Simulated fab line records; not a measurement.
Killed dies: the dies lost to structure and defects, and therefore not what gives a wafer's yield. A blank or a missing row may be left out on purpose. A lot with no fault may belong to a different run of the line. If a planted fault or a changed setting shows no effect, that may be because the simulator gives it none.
Which tool is to blame? :: flow gf180mcu :: Sampling: 24 lots, 72 wafers, 6 of 602 route steps

== WHAT THE GAUGES SHOWED, per wafer ==
GF_M2_RS_MEAS_05: the measuring method here is four-point-probe. Usual: M2_ALCU_RS typically reads 0.0690 ohm/sq, with standard deviation 0.00083.
lot: L074
measured: day 18 05:32
on: film-metro-04
M2_ALCU_RS (ohm/sq): 0.0687 0.0682 0.0697
flag: 

lot: L075
measured: day 18 12:44
on: film-metro-02
M2_ALCU_RS (ohm/sq): 0.0703 0.0689 0.0684
flag: 

lot: L076
measured: day 18 23:19
on: film-metro-04
M2_ALCU_RS (ohm/sq): 0.0695 0.0690 0.0689
flag: 

lot: L077
measured: day 19 08:35
on: film-metro-02
M2_ALCU_RS (ohm/sq): 0.0699 0.0686 0.0694
flag: 

lot: L078
measured: day 19 19:37
on: film-metro-02
M2_ALCU_RS (ohm/sq): 0.0689 0.0704 0.0706
flag: 

lot: L079
measured: day 20 07:40
on: film-metro-04
M2_ALCU_RS (ohm/sq): 0.0692 0.0710 0.0698
flag: 

lot: L080
measured: day 20 21:32
on: film-metro-04
M2_ALCU_RS (ohm/sq): 0.0687 0.0691 0.0684
flag: 

lot: L081
measured: day 20 22:48
on: film-metro-01
M2_ALCU_RS (ohm/sq): 0.0686 0.0688 0.0684
flag: 

lot: L082
measured: day 21 14:43
on: film-metro-02
M2_ALCU_RS (ohm/sq): 0.0688 0.0692 0.0689
flag: 

lot: L083
measured: day 22 05:50
on: film-metro-01
M2_ALCU_RS (ohm/sq): 0.0682 0.0695 0.0697
flag: 

lot: L084
measured: day 22 08:08
on: film-metro-04
M2_ALCU_RS (ohm/sq): 0.0690 0.0688 0.0694
flag: 

lot: L085
measured: day 22 15:11
on: film-metro-01
M2_ALCU_RS (ohm/sq): 0.0681 0.0686 0.0683
flag: 

lot: L086
measured: day 22 18:16
on: film-metro-01
M2_ALCU_RS (ohm/sq): 0.0692 0.0695 0.0691
flag: 

lot: L087
measured: day 23 11:37
on: film-metro-01
M2_ALCU_RS (ohm/sq): 0.0673 0.0667 0.0664
flag: 

lot: L088
measured: day 23 16:23
on: film-metro-01
M2_ALCU_RS (ohm/sq): 0.0691 0.0693 0.0691
flag: 

lot: L089
measured: day 23 23:16
on: film-metro-02
M2_ALCU_RS (ohm/sq): 0.0691 0.0695 0.0688
flag: 

lot: L090
measured: day 24 10:52
on: film-metro-02
M2_ALCU_RS (ohm/sq): 0.0689 0.0696 0.0681
flag: 

lot: L091
measured: day 24 16:05
on: film-metro-01
M2_ALCU_RS (ohm/sq): 0.0685 0.0697 0.0698
flag: 

lot: L092
measured: day 24 20:51
on: film-metro-02
M2_ALCU_RS (ohm/sq): 0.0686 0.0689 0.0693
flag: 

lot: L093
measured: day 25 08:27
on: film-metro-01
M2_ALCU_RS (ohm/sq): 0.0677 0.0697 0.0677
flag: 

lot: L094
measured: day 25 14:30
on: film-metro-04
M2_ALCU_RS (ohm/sq): 0.0691 0.0684 0.0690
flag: 

lot: L095
measured: day 25 17:44
on: film-metro-01
M2_ALCU_RS (ohm/sq): 0.0699 0.0704 0.0697
flag: 

lot: L096
measured: day 26 02:14
on: film-metro-04
M2_ALCU_RS (ohm/sq): 0.0692 0.0672 0.0679
flag: 

lot: L097
measured: day 26 14:11
on: film-metro-04
M2_ALCU_RS (ohm/sq): 0.0711 0.0706 0.0709
flag: 

GF_V3_THK_MEAS_25: measures by xrf. Usual: V3_W_THK typically reads 352 nm, with standard deviation 7.1.
lot: L074
measured: day 22 11:59
on: film-metro-02
V3_W_THK (nm): 348 356 351
flag: 

lot: L075
measured: day 22 19:11
on: film-metro-04
V3_W_THK (nm): 343 359 345
flag: 

lot: L076
measured: day 23 04:40
on: film-metro-04
V3_W_THK (nm): 348 353 348
flag: 

lot: L077
measured: day 23 13:55
on: film-metro-02
V3_W_THK (nm): 369 377 358
flag: 

lot: L078
measured: day 24 00:16
on: film-metro-04
V3_W_THK (nm): 349 343 352
flag: 

lot: L079
measured: day 24 10:32
on: film-metro-03
V3_W_THK (nm): 343 355 342
flag: 

lot: L080
measured: day 24 22:44
on: film-metro-04
V3_W_THK (nm): 360 350 357
flag: 

lot: L081
measured: day 25 00:33
on: film-metro-04
V3_W_THK (nm): 347 350 346
flag: 

lot: L082
measured: day 25 16:12
on: film-metro-02
V3_W_THK (nm): 369 372 353
flag: 

lot: L083
measured: day 26 04:04
on: film-metro-04
V3_W_THK (nm): 364 360 363
flag: 

lot: L084
measured: day 26 06:32
on: film-metro-04
V3_W_THK (nm): 345 347 341
flag: 

lot: L085
measured: day 26 13:14
on: film-metro-03
V3_W_THK (nm): 353 351 353
flag: 

lot: L086
measured: day 26 16:37
on: film-metro-04
V3_W_THK (nm): 350 349 344
flag: 

lot: L087
measured: day 27 06:48
on: film-metro-04
V3_W_THK (nm): 358 358 354
flag: 

lot: L088
measured: day 27 11:25
on: film-metro-04
V3_W_THK (nm): 339 347 343
flag: 

lot: L089
measured: day 27 17:46
on: film-metro-03
V3_W_THK (nm): 348 346 352
flag: 

lot: L090
measured: day 28 03:41
on: film-metro-04
V3_W_THK (nm): 345 350 353
flag: 

lot: L091
measured: day 28 08:04
on: film-metro-03
V3_W_THK (nm): 348 358 353
flag: 

lot: L092
measured: day 28 12:56
on: film-metro-03
V3_W_THK (nm): 351 352 365
flag: 

lot: L093
measured: day 28 22:21
on: film-metro-02
V3_W_THK (nm): 352 356 354
flag: 

lot: L094
measured: day 29 04:34
on: film-metro-04
V3_W_THK (nm): 346 360 354
flag: 

lot: L095
measured: day 29 08:00
on: film-metro-04
V3_W_THK (nm): 354 353 359
flag: 

lot: L096
measured: day 29 14:28
on: film-metro-03
V3_W_THK (nm): 349 350 346
flag: 

lot: L097
measured: day 30 02:04
on: film-metro-02
V3_W_THK (nm): 358 359 349
flag: 

GF_V4_OVL_MEAS_15. Usual: V4_OVL typically reads 1 nm, with standard deviation 5.7.
lot: L074
measured: day 24 11:41
on: overlay-02
V4_OVL (nm): -2 -1 -4
flag: 

lot: L075
measured: day 24 18:56
on: overlay-02
V4_OVL (nm): 4 6 9
flag: 

lot: L076
measured: day 25 03:19
on: overlay-02
V4_OVL (nm): -1 -6 -4
flag: 

lot: L077
measured: day 25 12:14
on: overlay-01
V4_OVL (nm): 8 2 2
flag: 

lot: L078
measured: day 25 22:26
on: overlay-01
V4_OVL (nm): 7 9 2
flag: 

lot: L079
measured: day 26 08:17
on: overlay-01
V4_OVL (nm): 4 1 4
flag: 

lot: L080
measured: day 26 19:19
on: overlay-02
V4_OVL (nm): -2 1 -2
flag: 

lot: L081
measured: day 26 20:34
on: overlay-02
V4_OVL (nm): 2 7 1
flag: 

lot: L082
measured: day 27 12:00
on: overlay-01
V4_OVL (nm): 2 7 2
flag: 

lot: L083
measured: day 27 22:31
on: overlay-01
V4_OVL (nm): 11 7 4
flag: 

lot: L084
measured: day 28 01:20
on: overlay-02
V4_OVL (nm): 1 -1 -3
flag: 

lot: L085
measured: day 28 07:59
on: overlay-02
V4_OVL (nm): 11 1 3
flag: 

lot: L086
measured: day 28 10:57
on: overlay-02
V4_OVL (nm): -8 -6 -9
flag: 

lot: L087
measured: day 29 00:17
on: overlay-02
V4_OVL (nm): 2 5 7
flag: 

lot: L088
measured: day 29 04:47
on: overlay-01
V4_OVL (nm): -3 -7 5
flag: 

lot: L089
measured: day 29 10:26
on: overlay-01
V4_OVL (nm): -2 4 3
flag: 

lot: L090
measured: day 29 19:01
on: overlay-01
V4_OVL (nm): -2 -4 -14
flag: 

lot: L091
measured: day 30 00:23
on: overlay-02
V4_OVL (nm): -3 -15 -7
flag: 

lot: L092
measured: day 30 04:56
on: overlay-02
V4_OVL (nm): -11 -8 -4
flag: 

lot: L093
measured: day 30 13:25
on: overlay-02
V4_OVL (nm): 0 11 6
flag: 

lot: L094
measured: day 30 18:56
on: overlay-01
V4_OVL (nm): 4 9 4
flag: 

lot: L095
measured: day 30 22:51
on: overlay-01
V4_OVL (nm): 2 8 1
flag: 

lot: L096
measured: day 31 04:37
on: overlay-01
V4_OVL (nm): 4 1 -1
flag: 

lot: L097
measured: day 31 16:40
on: overlay-01
V4_OVL (nm): 0 -1 4
flag: 

== EACH LOT AND THE TOOL THAT RAN IT (in order: tool; ch and the chambers of the sampled wafers; start) ==
lot: L074
GF_DUAL_GATE_STRIP_13: plasma-asher-04 ch 0,1, day 8 09:31
GF_M1_SPUTTER_03: pvd-sputter-01, day 16 04:32
GF_V2_STRIP_18: plasma-asher-01 ch 0,1, day 20 08:13

lot: L075
GF_DUAL_GATE_STRIP_13: plasma-asher-01 ch 0,1, day 8 14:04
GF_M1_SPUTTER_03: pvd-sputter-02, day 16 11:07
GF_V2_STRIP_18: plasma-asher-03 ch 0,1, day 20 14:56

lot: L076
GF_DUAL_GATE_STRIP_13: plasma-asher-01 ch 0,1, day 8 19:53
GF_M1_SPUTTER_03: pvd-sputter-01, day 16 20:19
GF_V2_STRIP_18: plasma-asher-02 ch 0,1, day 21 01:58

lot: L077
GF_DUAL_GATE_STRIP_13: plasma-asher-02 ch 0,1, day 9 04:25
GF_M1_SPUTTER_03: pvd-sputter-02, day 17 05:49
GF_V2_STRIP_18: plasma-asher-01 ch 0,1, day 21 10:39

lot: L078
GF_DUAL_GATE_STRIP_13: plasma-asher-01 ch 1, day 9 12:43
GF_M1_SPUTTER_03: pvd-sputter-04, day 17 15:56
GF_V2_STRIP_18: plasma-asher-01 ch 0,1, day 21 21:57

lot: L079
GF_DUAL_GATE_STRIP_13: plasma-asher-04 ch 0,1, day 9 20:41
GF_M1_SPUTTER_03: pvd-sputter-02, day 18 03:40
GF_V2_STRIP_18: plasma-asher-01 ch 0,1, day 22 09:07

lot: L080
GF_DUAL_GATE_STRIP_13: plasma-asher-01 ch 0,1, day 10 08:28
GF_M1_SPUTTER_03: pvd-sputter-01, day 18 17:46
GF_V2_STRIP_18: plasma-asher-02 ch 0,1, day 22 21:50

lot: L081
GF_DUAL_GATE_STRIP_13: plasma-asher-01 ch 0,1, day 10 09:52
GF_M1_SPUTTER_03: pvd-sputter-04, day 18 18:58
GF_V2_STRIP_18: plasma-asher-03 ch 0,1, day 22 23:25

lot: L082
GF_DUAL_GATE_STRIP_13: plasma-asher-04 ch 0,1, day 10 19:14
GF_M1_SPUTTER_03: pvd-sputter-01, day 19 10:55
GF_V2_STRIP_18: plasma-asher-03 ch 0,1, day 23 15:48

lot: L083
GF_DUAL_GATE_STRIP_13: plasma-asher-01 ch 0,1, day 11 08:59
GF_M1_SPUTTER_03: pvd-sputter-01, day 20 02:44
GF_V2_STRIP_18: plasma-asher-02 ch 0, day 24 05:19

lot: L084
GF_DUAL_GATE_STRIP_13: plasma-asher-04 ch 0,1, day 11 09:08
GF_M1_SPUTTER_03: pvd-sputter-04, day 20 04:56
GF_V2_STRIP_18: plasma-asher-01 ch 0,1, day 24 08:08

lot: L085
GF_DUAL_GATE_STRIP_13: plasma-asher-02 ch 0,1, day 11 13:14
GF_M1_SPUTTER_03: pvd-sputter-04, day 20 11:58
GF_V2_STRIP_18: plasma-asher-03 ch 0,1, day 24 14:07

lot: L086
GF_DUAL_GATE_STRIP_13: plasma-asher-04 ch 0,1, day 11 19:31
GF_M1_SPUTTER_03: pvd-sputter-04, day 20 15:21
GF_V2_STRIP_18: plasma-asher-01 ch 0,1, day 24 17:12

lot: L087
GF_DUAL_GATE_STRIP_13: plasma-asher-04 ch 0,1, day 12 08:58
GF_M1_SPUTTER_03: pvd-sputter-01, day 21 09:04
GF_V2_STRIP_18: plasma-asher-02 ch 0,1, day 25 09:46

lot: L088
GF_DUAL_GATE_STRIP_13: plasma-asher-01 ch 0,1, day 12 11:54
GF_M1_SPUTTER_03: pvd-sputter-02, day 21 14:35
GF_V2_STRIP_18: plasma-asher-01 ch 0,1, day 25 13:56

lot: L089
GF_DUAL_GATE_STRIP_13: plasma-asher-02 ch 0,1, day 12 21:01
GF_M1_SPUTTER_03: pvd-sputter-04, day 21 22:56
GF_V2_STRIP_18: plasma-asher-01 ch 0,1, day 25 19:46

lot: L090
GF_DUAL_GATE_STRIP_13: plasma-asher-02 ch 0,1, day 13 04:55
GF_M1_SPUTTER_03: pvd-sputter-04, day 22 09:28
GF_V2_STRIP_18: plasma-asher-02 ch 0,1, day 26 08:01

lot: L091
GF_DUAL_GATE_STRIP_13: plasma-asher-02 ch 0,1, day 13 10:36
GF_M1_SPUTTER_03: pvd-sputter-04, day 22 14:07
GF_V2_STRIP_18: plasma-asher-02 ch 0,1, day 26 12:03

lot: L092
GF_DUAL_GATE_STRIP_13: plasma-asher-04 ch 0,1, day 13 15:56
GF_M1_SPUTTER_03: pvd-sputter-02, day 22 19:43
GF_V2_STRIP_18: plasma-asher-01 ch 0,1, day 26 16:10

lot: L093
GF_DUAL_GATE_STRIP_13: plasma-asher-01 ch 0,1, day 13 22:35
GF_M1_SPUTTER_03: pvd-sputter-04, day 23 08:05
GF_V2_STRIP_18: plasma-asher-01 ch 0,1, day 27 02:54

lot: L094
GF_DUAL_GATE_STRIP_13: plasma-asher-01 ch 0,1, day 14 05:40
GF_M1_SPUTTER_03: pvd-sputter-02, day 23 14:36
GF_V2_STRIP_18: plasma-asher-03 ch 0,1, day 27 09:14

lot: L095
GF_DUAL_GATE_STRIP_13: plasma-asher-04 ch 0,1, day 14 11:55
GF_M1_SPUTTER_03: pvd-sputter-04, day 23 17:47
GF_V2_STRIP_18: plasma-asher-01 ch 0,1, day 27 13:02

lot: L096
GF_DUAL_GATE_STRIP_13: plasma-asher-01 ch 0,1, day 14 19:42
GF_M1_SPUTTER_03: pvd-sputter-04, day 24 04:42
GF_V2_STRIP_18: plasma-asher-01 ch 0,1, day 27 21:01

lot: L097
GF_DUAL_GATE_STRIP_13: plasma-asher-01 ch 0,1, day 15 04:55
GF_M1_SPUTTER_03: pvd-sputter-02, day 24 15:23
GF_V2_STRIP_18: plasma-asher-01 ch 0,1, day 28 08:41
- GF_DUAL_GATE_STRIP_13: strips in O2/N2.
- GF_M1_SPUTTER_03: material Ti, target thk 10 nm, time 6.7 s.
- GF_V2_STRIP_18: strips in O2/N2.

== AS READ BY THE TOOLS THEMSELVES (means over the sampled wafers that have a number; for cases with no such wafer, the mark the record gives instead) ==
GF_DUAL_GATE_STRIP_13. Usual: drypump-motor-current-A 5.8 A, standard deviation 0.43; heater-power-w 320 W, standard deviation 12; oes-product-au 0.716 a.u., standard deviation 0.0045; strip-time-to-endpoint-s 12.625 s, standard deviation 0.03.
lot: L074
tool: plasma-asher-04
drypump-motor-current-A (A): 5.5
heater-power-w (W): 320
oes-product-au (a.u.): 0.714
strip-time-to-endpoint-s (s): 12.615
flag: 

lot: L075
tool: plasma-asher-01
drypump-motor-current-A (A): 5.9
heater-power-w (W): 311
oes-product-au (a.u.): 0.719
strip-time-to-endpoint-s (s): 12.642
flag: 

lot: L076
tool: plasma-asher-01
drypump-motor-current-A (A): 5.9
heater-power-w (W): 317
oes-product-au (a.u.): 0.715
strip-time-to-endpoint-s (s): 12.571
flag: 

lot: L077
tool: plasma-asher-02
drypump-motor-current-A (A): 5.9
heater-power-w (W): 326
oes-product-au (a.u.): 0.717
strip-time-to-endpoint-s (s): 12.595
flag: 

lot: L078
tool: plasma-asher-01
drypump-motor-current-A (A): 6.1
heater-power-w (W): 311
oes-product-au (a.u.): 0.716
strip-time-to-endpoint-s (s): 12.629
flag: 

lot: L079
tool: plasma-asher-04
drypump-motor-current-A (A): 5.8
heater-power-w (W): 329
oes-product-au (a.u.): 0.716
strip-time-to-endpoint-s (s): 12.620
flag: 

lot: L080
tool: plasma-asher-01
drypump-motor-current-A (A): 5.6
heater-power-w (W): 322
oes-product-au (a.u.): 0.716
strip-time-to-endpoint-s (s): 12.620
flag: 

lot: L081
tool: plasma-asher-01
drypump-motor-current-A (A): 5.9
heater-power-w (W): 315
oes-product-au (a.u.): 0.715
strip-time-to-endpoint-s (s): 12.668
flag: 

lot: L082
tool: plasma-asher-04
drypump-motor-current-A (A): 5.5
heater-power-w (W): 322
oes-product-au (a.u.): 0.715
strip-time-to-endpoint-s (s): 12.614
flag: 

lot: L083
tool: plasma-asher-01
drypump-motor-current-A (A): 5.6
heater-power-w (W): 317
oes-product-au (a.u.): 0.718
strip-time-to-endpoint-s (s): 12.607
flag: 

lot: L084
tool: plasma-asher-04
drypump-motor-current-A (A): 5.9
heater-power-w (W): 325
oes-product-au (a.u.): 0.711
strip-time-to-endpoint-s (s): 12.600
flag: 

lot: L085
tool: plasma-asher-02
drypump-motor-current-A (A): 5.9
heater-power-w (W): 315
oes-product-au (a.u.): 0.712
strip-time-to-endpoint-s (s): 12.610
flag: 

lot: L086
tool: plasma-asher-04
drypump-motor-current-A (A): 5.9
heater-power-w (W): 325
oes-product-au (a.u.): 0.715
strip-time-to-endpoint-s (s): 12.583
flag: 

lot: L087
tool: plasma-asher-04
drypump-motor-current-A (A): 5.8
heater-power-w (W): 331
oes-product-au (a.u.): 0.716
strip-time-to-endpoint-s (s): 12.621
flag: 

lot: L088
tool: plasma-asher-01
drypump-motor-current-A (A): 5.9
heater-power-w (W): 312
oes-product-au (a.u.): 0.718
strip-time-to-endpoint-s (s): 12.628
flag: 

lot: L089
tool: plasma-asher-02
drypump-motor-current-A (A): 5.9
heater-power-w (W): 316
oes-product-au (a.u.): 0.720
strip-time-to-endpoint-s (s): 12.618
flag: 

lot: L090
tool: plasma-asher-02
drypump-motor-current-A (A): 5.9
heater-power-w (W): 331
oes-product-au (a.u.): 0.716
strip-time-to-endpoint-s (s): 12.623
flag: 

lot: L091
tool: plasma-asher-02
drypump-motor-current-A (A): 5.9
heater-power-w (W): 325
oes-product-au (a.u.): 0.716
strip-time-to-endpoint-s (s): 12.602
flag: 

lot: L092
tool: plasma-asher-04
drypump-motor-current-A (A): 5.8
heater-power-w (W): 326
oes-product-au (a.u.): 0.712
strip-time-to-endpoint-s (s): 12.634
flag: 

lot: L093
tool: plasma-asher-01
drypump-motor-current-A (A): 5.9
heater-power-w (W): 314
oes-product-au (a.u.): 0.717
strip-time-to-endpoint-s (s): 12.649
flag: 

lot: L094
tool: plasma-asher-01
drypump-motor-current-A (A): 5.9
heater-power-w (W): 315
oes-product-au (a.u.): 0.719
strip-time-to-endpoint-s (s): 12.637
flag: 

lot: L095
tool: plasma-asher-04
drypump-motor-current-A (A): 5.4
heater-power-w (W): 322
oes-product-au (a.u.): 0.716
strip-time-to-endpoint-s (s): 12.602
flag: 

lot: L096
tool: plasma-asher-01
drypump-motor-current-A (A): 5.9
heater-power-w (W): 310
oes-product-au (a.u.): 0.717
strip-time-to-endpoint-s (s): 12.645
flag: 

lot: L097
tool: plasma-asher-01
drypump-motor-current-A (A): 5.9
heater-power-w (W): 311
oes-product-au (a.u.): 0.717
strip-time-to-endpoint-s (s): 12.647
flag: 

GF_M1_SPUTTER_03. Usual: 30.1 % for throttle-valve-pct, sd 1.
lot: L074
tool: pvd-sputter-01
throttle-valve-pct (%): 30.7
flag: 

lot: L075
tool: pvd-sputter-02
throttle-valve-pct (%): 29.5
flag: 

lot: L076
tool: pvd-sputter-01
throttle-valve-pct (%): 30.4
flag: 

lot: L077
tool: pvd-sputter-02
throttle-valve-pct (%): 30.7
flag: 

lot: L078
tool: pvd-sputter-04
throttle-valve-pct (%): 29.5
flag: 

lot: L079
tool: pvd-sputter-02
throttle-valve-pct (%): 29.7
flag: 

lot: L080
tool: pvd-sputter-01
throttle-valve-pct (%): 30.5
flag: 

lot: L081
tool: pvd-sputter-04
throttle-valve-pct (%): 30.0
flag: 

lot: L082
tool: pvd-sputter-01
throttle-valve-pct (%): 30.6
flag: 

lot: L083
tool: pvd-sputter-01
throttle-valve-pct (%): 30.4
flag: 

lot: L084
tool: pvd-sputter-04
throttle-valve-pct (%): 30.0
flag: 

lot: L085
tool: pvd-sputter-04
throttle-valve-pct (%): 29.5
flag: 

lot: L086
tool: pvd-sputter-04
throttle-valve-pct (%): 30.4
flag: 

lot: L087
tool: pvd-sputter-01
throttle-valve-pct (%): 30.3
flag: 

lot: L088
tool: pvd-sputter-02
throttle-valve-pct (%): 29.9
flag: 

lot: L089
tool: pvd-sputter-04
throttle-valve-pct (%): 30.9
flag: 

lot: L090
tool: pvd-sputter-04
throttle-valve-pct (%): 29.1
flag: 

lot: L091
tool: pvd-sputter-04
throttle-valve-pct (%): 29.1
flag: 

lot: L092
tool: pvd-sputter-02
throttle-valve-pct (%): 29.5
flag: 

lot: L093
tool: pvd-sputter-04
throttle-valve-pct (%): 30.3
flag: 

lot: L094
tool: pvd-sputter-02
throttle-valve-pct (%): 30.4
flag: 

lot: L095
tool: pvd-sputter-04
throttle-valve-pct (%): 30.0
flag: 

lot: L096
tool: pvd-sputter-04
throttle-valve-pct (%): 30.9
flag: 

lot: L097
tool: pvd-sputter-02
throttle-valve-pct (%): 29.7
flag: 

GF_V2_STRIP_18. Usual: drypump-motor-current-A 5.9 A, standard deviation 0.39; heater-power-w 318 W, standard deviation 36; oes-product-au 0.593 a.u., standard deviation 0.0057.
lot: L074
tool: plasma-asher-01
drypump-motor-current-A (A): 5.6
heater-power-w (W): 318
oes-product-au (a.u.): 0.593
flag: 

lot: L075
tool: plasma-asher-03
drypump-motor-current-A (A): 6.5
heater-power-w (W): 349
oes-product-au (a.u.): 0.590
flag: 

lot: L076
tool: plasma-asher-02
drypump-motor-current-A (A): 5.9
heater-power-w (W): 315
oes-product-au (a.u.): 0.588
flag: 

lot: L077
tool: plasma-asher-01
drypump-motor-current-A (A): 5.6
heater-power-w (W): 320
oes-product-au (a.u.): 0.594
flag: 

lot: L078
tool: plasma-asher-01
drypump-motor-current-A (A): 5.6
heater-power-w (W): 320
oes-product-au (a.u.): 0.590
flag: 

lot: L079
tool: plasma-asher-01
drypump-motor-current-A (A): 5.6
heater-power-w (W): 318
oes-product-au (a.u.): 0.592
flag: 

lot: L080
tool: plasma-asher-02
drypump-motor-current-A (A): 5.9
heater-power-w (W): 315
oes-product-au (a.u.): 0.594
flag: 

lot: L081
tool: plasma-asher-03
drypump-motor-current-A (A): 6.3
heater-power-w (W): 296
oes-product-au (a.u.): 0.593
flag: 

lot: L082
tool: plasma-asher-03
drypump-motor-current-A (A): 6.5
heater-power-w (W): 348
oes-product-au (a.u.): 0.588
flag: 

lot: L083
tool: plasma-asher-02
drypump-motor-current-A (A): 5.8
heater-power-w (W): 313
oes-product-au (a.u.): 0.598
flag: 

lot: L084
tool: plasma-asher-01
drypump-motor-current-A (A): 5.9
heater-power-w (W): 315
oes-product-au (a.u.): 0.596
flag: 

lot: L085
tool: plasma-asher-03
drypump-motor-current-A (A): 6.3
heater-power-w (W): 296
oes-product-au (a.u.): 0.592
flag: 

lot: L086
tool: plasma-asher-01
drypump-motor-current-A (A): 5.9
heater-power-w (W): 315
oes-product-au (a.u.): 0.592
flag: 

lot: L087
tool: plasma-asher-02
drypump-motor-current-A (A): 5.9
heater-power-w (W): 313
oes-product-au (a.u.): 0.592
flag: 

lot: L088
tool: plasma-asher-01
drypump-motor-current-A (A): 5.6
heater-power-w (W): 321
oes-product-au (a.u.): 0.596
flag: 

lot: L089
tool: plasma-asher-01
drypump-motor-current-A (A): 5.9
heater-power-w (W): 314
oes-product-au (a.u.): 0.596
flag: 

lot: L090
tool: plasma-asher-02
drypump-motor-current-A (A): 5.9
heater-power-w (W): 313
oes-product-au (a.u.): 0.593
flag: 

lot: L091
tool: plasma-asher-02
drypump-motor-current-A (A): 5.9
heater-power-w (W): 317
oes-product-au (a.u.): 0.590
flag: 

lot: L092
tool: plasma-asher-01
drypump-motor-current-A (A): 5.6
heater-power-w (W): 317
oes-product-au (a.u.): 0.591
flag: 

lot: L093
tool: plasma-asher-01
drypump-motor-current-A (A): 5.9
heater-power-w (W): 314
oes-product-au (a.u.): 0.599
flag: 

lot: L094
tool: plasma-asher-03
drypump-motor-current-A (A): 6.5
heater-power-w (W): 347
oes-product-au (a.u.): 0.596
flag: 

lot: L095
tool: plasma-asher-01
drypump-motor-current-A (A): 5.6
heater-power-w (W): 317
oes-product-au (a.u.): 0.586
flag: 

lot: L096
tool: plasma-asher-01
drypump-motor-current-A (A): 5.6
heater-power-w (W): 322
oes-product-au (a.u.): 0.594
flag: 

lot: L097
tool: plasma-asher-01
drypump-motor-current-A (A): 5.9
heater-power-w (W): 314
oes-product-au (a.u.): 0.594
flag: 

== THE ANSWER, worked out from the rows above alone ==
Rule: a lot counts as off when the mean over its wafers that have a number is more than 3 standard deviations away from the usual mean. Also off: a lot with no number at a reading for which 4 or more lots have one. The other lots that the step has rows for count as sound. First the gauges in route order, then the tools' own readings, where a lot's mean is used as printed above. The first step at which some lot is off is used, and at that step the reading that is off furthest; a lot without a number counts as furthest.
Across all readings shown, no lot is off: no conclusion can be drawn from this.

== WHAT THE SIMULATOR HAD INSERTED ==
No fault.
